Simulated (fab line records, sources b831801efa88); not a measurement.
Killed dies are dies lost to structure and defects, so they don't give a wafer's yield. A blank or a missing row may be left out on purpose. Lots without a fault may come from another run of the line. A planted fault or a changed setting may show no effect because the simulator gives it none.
Which tool did it? | flow gf180mcu | 8 lots, 24 wafers sampled, at 2 steps of a route of 602

WHAT THE GAUGES READ, wafer by wafer
GF_PSD_TW_MEAS_11.
lot  | measured     | on            | PSD_TW
L223 | day 14 16:11 | film_metro-04 | 3112 3142 3123
L225 | day 15 02:47 | film_metro-03 | 3202 3197 3201
L227 | day 16 01:57 | film_metro-03 | 3196 3211 3191
L229 | day 16 21:50 | film_metro-04 | 3189 3182 3174
L231 | day 17 09:57 | film_metro-04 | 3173 3175 3146
L233 | day 18 04:19 | film_metro-03 | 3203 3215 3214
L235 | day 18 16:16 | film_metro-03 | 3726 3710 3714
L237 | day 19 13:01 | film_metro-02 | 3700 3673 3708

WHICH TOOL RAN EACH LOT (tool, then ch and the chambers of the sampled wafers, then the start)
lot  | GF_PSD_IMPLANT_09
L223 | implanter-02 ch 0, day 14 15:56
L225 | implanter-01 ch 0, day 15 02:34
L227 | implanter-02 ch 0, day 16 01:42
L229 | implanter-04 ch 0, day 16 21:36
L231 | implanter-02 ch 0, day 17 09:42
L233 | implanter-02 ch 0, day 18 04:04
L235 | implanter-04 ch 0, day 18 16:04
L237 | implanter-01 ch 0, day 19 12:47
- GF_PSD_IMPLANT_09

THE ANSWER, worked out from the rows above alone
Rule: what is usual is taken from the lots themselves. Put in order of their means at a reading, lots are off if they are a third of the lots or fewer, leave a main group of 4 or more, and stand apart from it by a gap of 3 or more times the standard deviation of the main group's means; of several such gaps the widest counts. A main group whose means are all the same, to the digits that the tables above print for the reading, isn't used. A lot without any number at a reading at which 4 lots or more have one is off too. The other lots that the step has rows for count as sound.
Off: L235, L237, at GF_PSD_TW_MEAS_11 (PSD_TW). The main group: mean 3180, standard deviation 29.
A tool fits if, at a process step before that reading, it ran every lot that is off, and no sound lot after the first of them. The gauges at GF_PSD_TW_MEAS_11 are tried like those tools. None of those tried fits.

WHAT THE SIMULATOR HAD PUT IN
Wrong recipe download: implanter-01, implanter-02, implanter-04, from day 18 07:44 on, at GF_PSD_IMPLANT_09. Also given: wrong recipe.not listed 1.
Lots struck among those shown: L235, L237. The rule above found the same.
